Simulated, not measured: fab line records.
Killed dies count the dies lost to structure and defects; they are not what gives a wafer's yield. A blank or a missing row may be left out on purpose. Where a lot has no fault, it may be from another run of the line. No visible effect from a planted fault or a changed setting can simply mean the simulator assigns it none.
A lot that was struck, set against a sound lot | flow sky130 | 17 out of 708 route steps
Sound: the wafers L200.2, L200.3, L200.5. Wafers struck: L207.1, L207.2, L207.3. The cause is given at the end.
Per side, at each step with rows, come the tool, then ch with its chambers, and then its first start. Under that, the readings that differ: sound wafers | struck wafers | difference of the means | sigmas: that difference in standard deviations of wafers without a fault.
alike: same words and numbers on both sides, and readings whose means sit less than 2 such deviations apart. not compared: any withheld reading, any reading some wafer has no value for, any bound like >300 that may hide the same value, and any number with overlapping values for which the record gives no deviation.
A row with sigmas, a row that says differs or no value, or rows on one side alone: a step with any of these is where the two part. Non-overlapping numbers with no deviation appear without sigmas and do not part them. Lack of a reading on every wafer of one side parts them only where that side has two or more wafers.

first, 1 step without rows for these wafers: SKY_LDD_N_IMPLANT_15.
SKY_LDD_N_STRIP_16: strips in O2/N2.
  sound on plasma-asher-04 ch 1, day 21 13:23; struck on plasma-asher-02 ch 0,1, day 23 05:54
  reading                     | sound       | struck      | difference | sigmas
  drypump-motor-current-A (A) | 4.7 4.7 4.7 | 5.5 5.7 5.7 | +0.9       | +3
  alike: oes-product-au, strip-time-to-endpoint-s
  not compared: rf-hours-counter-h
SKY_LDD_N_TW_MEAS_17:
  sound on film-metro-01, day 21 13:30; struck on film-metro-01, day 23 06:00
  alike: LDD_N_TW
then, 7 steps without rows for these wafers: SKY_LDD_P_DEHYDRATE_00 (time 60 s); SKY_LDD_P_HMDS_01 (prime time 60 s); SKY_LDD_P_COAT_02 (resist thk 1140 nm); SKY_LDD_P_SOFTBAKE_03 (time 60 s); SKY_LDD_P_EXPOSE_04 (exposes mask PSDM, target cd 380 nm); SKY_LDD_P_PEB_05; SKY_LDD_P_DEVELOP_06 (develop time 60 s).
SKY_LDD_P_CD_MEAS_07 targets a cd of 380 nm.
  sound on cd-sem-02, day 22 20:08; struck on cd-sem-02, day 24 12:10
  alike: cd-nm
SKY_LDD_P_OVL_MEAS_08:
  sound on overlay-01, day 22 20:14; struck on overlay-01, day 24 12:17
  alike: LDD_P_OVL
SKY_LDD_P_IMPLANT_09:
  sound on implanter-02 ch 0, day 22 20:17; struck on implanter-02 ch 0, day 24 12:19
  reading            | sound           | struck         | difference | sigmas
  beam-on-s (s)      | 9.81 10.06 9.95 | 7.77 7.54 7.55 | -2.32      | -11
  faraday-current-uA | 57.4 56.2 56.9  | 72.7 74.7 74.4 | +17.1      | +14
SKY_LDD_P_STRIP_10: strips in O2/N2.
  sound on plasma-asher-01 ch 0,1, day 22 20:25; struck on plasma-asher-03 ch 0,1, day 24 12:28
  alike: drypump-motor-current-A, oes-product-au, strip-time-to-endpoint-s
  not compared: rf-hours-counter-h
SKY_LDD_P_TW_MEAS_11:
  sound on film-metro-01, day 22 20:32; struck on film-metro-02, day 24 12:34
  reading  | sound       | struck      | difference | sigmas
  LDD_P_TW | 628 627 627 | 592 594 590 | -35        | -6
then, 1 step without rows for these wafers: SKY_LDD_HVN_DEHYDRATE_00 (time 60 s).
-- here the record skips 25 days between the struck wafers' starts before and after, leaving off in module LDD_HVN and picking up in module PAD_OPEN (first step shown: number 708 of the route) --
SKY_PAD_OPEN_PROBE_99:
  sound on prober-01, day 48 03:59; struck on prober-02, day 49 09:53
  reading                     | sound          | struck         | difference | sigmas
  killed-at-front-end         | 16 15 15       | 27 23 24       | +9         | +2
  model.etest.tip-p.rs-ohm-sq | 6706 6716 6712 | 8542 8576 8541 | +1842      |
  alike: killed_at_M0_to_M3, killed_at_M4_up, killed-at-contacts, killed-at-other, killed-dies, killed-open, killed-short
  not compared: model.etest.tip-p.rs-ohm-sq-range

== WHERE THEY PART ==
Last at SKY_PAD_OPEN_PROBE_99 as far as this record goes, first at SKY_LDD_N_STRIP_16.

WHY: the cause the simulator had injected
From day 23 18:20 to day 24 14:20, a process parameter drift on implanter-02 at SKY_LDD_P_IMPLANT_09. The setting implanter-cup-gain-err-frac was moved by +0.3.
